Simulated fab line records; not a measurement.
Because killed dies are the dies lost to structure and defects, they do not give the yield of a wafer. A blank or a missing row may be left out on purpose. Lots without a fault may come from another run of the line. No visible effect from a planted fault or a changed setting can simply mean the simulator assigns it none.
Chamber matching -- flow gf180mcu -- GF_V3_CVD_02 on pecvd-03 has 3 sister chambers
The step deposits SiO2 from TEOS, target thk 850 nm, time 94.851 s. 6 wafers are shown with their chamber, then 7 later ones without.

## WAFERS PAIRED WITH THEIR CHAMBERS
wafer,chamber,heater_power_w (W)
L564.4,1,824
L564.5,2,536
L565.5,1,779
L565.6,2,429
L567.1,0,699
L567.5,0,758

## WAFERS WITH NO CHAMBER GIVEN
wafer,heater_power_w (W)
L567.6,743
L568.4,485
L568.5,658
L568.6,646
L570.2,424
L570.3,791
L570.5,811

## WHICH CHAMBER EACH ONE RAN IN
wafer,from the rows above,in truth
L567.6,can't be placed: 0 or 1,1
L568.4,2,2
L568.5,can't be placed: 0 or 1 or 2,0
L568.6,can't be placed: 0 or 1 or 2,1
L570.2,2,2
L570.3,can't be placed: 1 or 0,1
L570.5,can't be placed: 1 or 0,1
Placed correctly: 2 of 7. From these rows, 5 cannot be placed; in 5 the true chamber is one of the candidates. Placed wrongly: 0.
How it was worked out, from the rows above alone: a wafer's distance from a chamber is the root of the sum, over the readings, of the square of ((its reading less the chamber's mean) divided by the reading's scatter). The wafer belongs to the nearest chamber; if the next one is less than 2 further off, it can't be placed. Each chamber's mean is taken over the wafers shown for it. How the scatter is found: for the shown wafers, subtract from each reading the mean of its chamber, square and add these, divide the total by (wafers less chambers), then take the root.
